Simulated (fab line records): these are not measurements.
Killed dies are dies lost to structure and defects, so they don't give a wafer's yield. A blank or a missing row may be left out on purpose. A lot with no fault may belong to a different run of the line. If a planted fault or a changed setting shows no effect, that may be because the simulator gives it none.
2 desks looking at one fault | flow gf180mcu | numbers are kept per desk, each desk with only its own; the story behind them comes last

FOR THE TOOL OWNER'S DESK: pvdSputter-02
The tool's own readings at GF_TOP_METAL_SPUTTER_02 (material AlCu, target thk 900 nm, time 47.82 s): means of the sampled wafers that have a number, for each lot that ran on this tool. If a lot's mean is further than 4 standard deviations from the usual mean, the lot is out of limits and carries the mark OUT (the distance appears in the brackets).
Columns: A = throttleValvePct at GF_TOP_METAL_SPUTTER_02, usual 30.2 %
lot  | first seen here | A
L714 | day 28 13:25    | 29.4
L723 | day 31 11:07    | 29.2
L724 | day 31 12:06    | 29.7
This desk found nothing out of limits on any of the 3 lots.

FROM THE METROLOGY DESK
Lot by lot, what the gauges showed, no matter which tool ran the lot: averages of those sampled wafers that carry a number. If a lot's mean is further than 4 standard deviations from the usual mean, the lot is out of limits and carries the mark OUT (the distance appears in the brackets).
Columns: A = V5_W_RS at GF_V5_RS_MEAS_24, usual 0.329 ohm/sq; B = V5_W_THK at GF_V5_THK_MEAS_25, usual 342 nm; C = TOP_METAL_ALCU_RS at GF_TOP_METAL_RS_MEAS_05, usual 0.03285 ohm/sq; D = TOP_METAL_ALCU_THK at GF_TOP_METAL_THK_MEAS_06, usual 900 nm; E = cdNm at GF_TOP_METAL_CD_MEAS_14, usual 441.0 nm; F = TOP_METAL_OVL at GF_TOP_METAL_OVL_MEAS_15, usual 0.2 nm
lot  | first seen here | A     | B   | C                  | D              | E     | F
L711 | day 27 14:08    | 0.328 | 341 | 0.03298            | 896            | 440.4 | -1.0
L714 | day 28 12:48    | 0.327 | 347 | 0.03321            | 894            | 438.4 | -0.3
L723 | day 31 10:32    | 0.333 | 335 | 0.03069 (-7.5) OUT | 965 (+7.2) OUT | 441.6 | -0.6
L724 | day 31 11:29    | 0.328 | 340 | 0.03144 (-4.9) OUT | 945 (+5.0) OUT | 443.4 | 0.6
L729 | day 32 18:45    | 0.327 | 346 | 0.03241            | 905            | 441.9 | 0.9
L731 | day 33 04:14    | 0.332 | 337 | 0.03302            | 896            | 443.9 | 1.0
Finding of this desk: L723, L724 out of limits, first seen on L723 at day 31 11:14 (TOP_METAL_ALCU_RS at GF_TOP_METAL_RS_MEAS_05). L711, L714, L729, L731: within limits.

ALL TOGETHER
Metrology desk: alarm possible at day 31 11:14 on L723, L724.
The desk of the tool owner found nothing out of limits.
On record at the tool owner's desk: L723, L724, within its limits.
Of the lots named, all ran GF_TOP_METAL_SPUTTER_02 on pvdSputter-02.

WHAT THE SIMULATOR HAD INSERTED
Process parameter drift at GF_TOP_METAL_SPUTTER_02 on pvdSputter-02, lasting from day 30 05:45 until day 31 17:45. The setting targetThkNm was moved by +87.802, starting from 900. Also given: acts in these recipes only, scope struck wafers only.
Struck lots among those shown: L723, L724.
Per desk, hours elapsed from the start of the fault to the first reading out of limits: for the metrology desk, 29.
